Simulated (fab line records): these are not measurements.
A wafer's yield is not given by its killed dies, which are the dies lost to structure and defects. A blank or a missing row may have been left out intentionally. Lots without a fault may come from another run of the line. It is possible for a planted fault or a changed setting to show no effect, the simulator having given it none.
Which tool was responsible? | flow gf180mcu | 12 lots, 36 wafers sampled, at 5 steps of a route of 602

WHAT THE GAUGES READ, wafer by wafer
GF_PSD_CD_MEAS_07: the cd target is 400 nm.
lot  | measured     | on        | cd nm (nm)
L367 | day 15 05:29 | cd sem-01 | 399.4 395.7 397.1
L368 | day 15 12:16 | cd sem-02 | 401.3 400.1 401.0
L369 | day 15 17:02 | cd sem-01 | 398.2 398.7 398.5
L370 | day 16 01:17 | cd sem-01 | 400.8 401.0 401.5
L372 | day 16 18:59 | cd sem-01 | 399.3 401.8 400.6
L374 | day 17 13:14 | cd sem-02 | 400.3 398.9 400.1
L375 | day 17 21:35 | cd sem-01 | 396.0 396.0 398.7
L383 | day 20 13:02 | cd sem-01 | 402.0 402.6 402.5
L384 | day 21 03:08 | cd sem-02 | 397.5 395.9 396.7
L386 | day 21 22:56 | cd sem-01 | 402.9 403.3 403.5
L387 | day 22 01:43 | cd sem-01 | 401.4 397.5 397.2
L388 | day 22 06:49 | cd sem-02 | 396.2 394.4 395.0

GF_SAB_THK_MEAS_01.
lot  | measured     | on            | SAB_CVD_00_THK (nm)
L367 | day 15 06:21 | film metro-01 | 48.9 49.3 50.8
L368 | day 15 13:07 | film metro-03 | 49.8 49.6 51.1
L369 | day 15 17:54 | film metro-03 | 49.1 49.9 50.4
L370 | day 16 02:09 | film metro-01 | 48.4 49.2 48.0
L372 | day 16 19:51 | film metro-03 | 48.4 50.3 49.0
L374 | day 17 14:04 | film metro-03 | 64.8 50.3 50.6 64.8 50.3 50.6
L375 | day 17 22:26 | film metro-01 | 49.2 49.9 50.3
L383 | day 20 13:54 | film metro-02 | 49.2 49.0 49.6
L384 | day 21 03:59 | film metro-03 | 49.5 49.6 51.3
L386 | day 21 23:47 | film metro-01 | 49.7 49.9 50.5
L387 | day 22 02:34 | film metro-03 | 49.1 50.0 50.6
L388 | day 22 07:43 | film metro-02 | 49.3 50.0 50.1

GF_V1_THK_MEAS_01.
lot  | measured     | on            | V1_CVD_00_THK (nm)
L367 | day 18 06:32 | film metro-03 | 632 623 638
L368 | day 18 12:50 | film metro-02 | 630 637 628
L369 | day 18 19:23 | film metro-01 | 619 621 619
L370 | day 19 03:44 | film metro-01 | 622 639 621
L372 | day 19 22:26 | film metro-01 | 625 632 635
L374 | day 20 18:25 | film metro-03 | 626 629 625
L375 | day 21 03:53 | film metro-02 | 627 628 620
L383 | day 23 17:06 | film metro-02 | 632 630 629
L384 | day 24 05:22 | film metro-01 | 628 616 628
L386 | day 24 23:43 | film metro-03 | 627 625 634
L387 | day 25 01:49 | film metro-01 | 633 636 621
L388 | day 25 06:46 | film metro-02 | 627 631 634

WHAT TOOL EACH LOT RAN ON (gives the tool, then ch and the chambers of the sampled wafers, and finally the start)
lot  | GF_VT_IMPLANT_STRIP_09               | GF_SAB_CVD_00
L367 | plasma asher-03 ch 0,1, day 6 06:53  | pecvd-01 ch 0,1,2, day 15 06:20
L368 | plasma asher-01 ch 0, day 6 12:23    | pecvd-01 ch 0,2, day 15 13:05
L369 | plasma asher-02 ch 0,1, day 6 16:26  | pecvd-01 ch 0,2, day 15 17:53
L370 | plasma asher-02 ch 0,1, day 7 00:20  | pecvd-02 ch 0,1,2, day 16 02:08
L372 | plasma asher-03 ch 0,1, day 7 10:11  | pecvd-02 ch 0,2, day 16 19:50
L374 | plasma asher-01 ch 0,1, day 7 22:34  | pecvd-01 ch 0,1,2, day 17 14:02
L375 | plasma asher-03 ch 0,1, day 8 07:47  | pecvd-04 ch 0,2, day 17 22:25
L383 | plasma asher-03 ch 0, day 10 06:32   | pecvd-04 ch 0,2, day 20 13:53
L384 | plasma asher-01 ch 0,1, day 10 13:46 | pecvd-04 ch 0,1,2, day 21 03:58
L386 | plasma asher-02 ch 0,1, day 11 02:50 | pecvd-01 ch 0,2, day 21 23:46
L387 | plasma asher-03 ch 0,1, day 11 11:07 | pecvd-04 ch 0,1,2, day 22 02:31
L388 | plasma asher-01 ch 0,1, day 11 12:35 | pecvd-01 ch 0,2, day 22 07:41
- GF_VT_IMPLANT_STRIP_09: strips in O2/N2.
- GF_SAB_CVD_00: deposits SiO2 from TEOS, target thk 50 nm, time 4.9302 s.

AS READ BY THE TOOLS THEMSELVES (means over the sampled wafers that have a number; for cases with no such wafer, the mark the record gives instead)
GF_VT_IMPLANT_STRIP_09.
lot  | tool            | drypump motor current A (A) | heater power w (W) | oes product au (a.u.) | platen temp c (C) | strip time to endpoint s (s)
L367 | plasma asher-03 | 5.9                         | 363                | 0.722                 | 249.89            | 12.783
L368 | plasma asher-01 | 5.1                         | 400                | 0.713                 | 249.96            | 12.815
L369 | plasma asher-02 | 5.9                         | 336                | 0.717                 | 249.99            | 12.786
L370 | plasma asher-02 | 5.9                         | 332                | 0.718                 | 250.11            | 12.825
L372 | plasma asher-03 | 5.9                         | 366                | 0.718                 | 249.91            | 12.799
L374 | plasma asher-01 | 5.3                         | 376                | 0.720                 | 250.01            | 12.786
L375 | plasma asher-03 | 5.9                         | 360                | 0.713                 | 249.97            | 12.787
L383 | plasma asher-03 | 6.1                         | 375                | 0.713                 | 250.16            | 12.815
L384 | plasma asher-01 | 5.3                         | 375                | 0.716                 | 250.05            | 12.829
L386 | plasma asher-02 | 5.9                         | 340                | 0.718                 | 249.96            | 12.790
L387 | plasma asher-03 | 5.7                         | 352                | 0.714                 | 249.77            | 12.796
L388 | plasma asher-01 | 5.3                         | 382                | 0.715                 | 249.96            | 12.800

GF_SAB_CVD_00.
lot  | tool     | heater power w (W) | rf fwd power W (W)
L367 | pecvd-01 | 671                | 591.1
L368 | pecvd-01 | 756                | 588.1
L369 | pecvd-01 | 764                | 587.7
L370 | pecvd-02 | 685                | 586.2
L372 | pecvd-02 | 639                | 586.0
L374 | pecvd-01 | 664                | 589.5
L375 | pecvd-04 | 633                | 588.0
L383 | pecvd-04 | 702                | 586.2
L384 | pecvd-04 | 662                | 589.7
L386 | pecvd-01 | 702                | 587.4
L387 | pecvd-04 | 611                | 588.0
L388 | pecvd-01 | 714                | 588.9

THE ANSWER, worked out from the rows above alone
Rule: the lots themselves supply what counts as usual. Put in order of their means at a reading, lots are off if they are a third of the lots or fewer, leave a main group of 4 or more, and stand apart from it by a gap of 3 or more times the standard deviation of the main group's means; of several such gaps the widest counts. Not used: any main group whose means are identical at the precision the tables above print for the reading. A lot without any number at a reading at which 4 lots or more have one is off too. Where the step has rows for the other lots, those lots are counted as sound. After the gauges, taken in route order, come the tools' own readings; for these a lot's mean is taken, as printed above. At the first step where some lot is off, the reading lying furthest off is the one used; lots without a number count as furthest.
Off: at GF_SAB_THK_MEAS_01 (SAB_CVD_00_THK), L374. Mean 49.7 nm and standard deviation 0.46 in the main group.
If a tool, at a process step before that reading, ran all the lots that are off and no sound lot after the first of them, it fits. Not tried: the gauges at GF_SAB_THK_MEAS_01; whatever is off there is also off at GF_VT_IMPLANT_STRIP_09, on other tools, and gauge error can't account for it. Not one of the candidates tried fits.

WHAT THE SIMULATOR PUT IN
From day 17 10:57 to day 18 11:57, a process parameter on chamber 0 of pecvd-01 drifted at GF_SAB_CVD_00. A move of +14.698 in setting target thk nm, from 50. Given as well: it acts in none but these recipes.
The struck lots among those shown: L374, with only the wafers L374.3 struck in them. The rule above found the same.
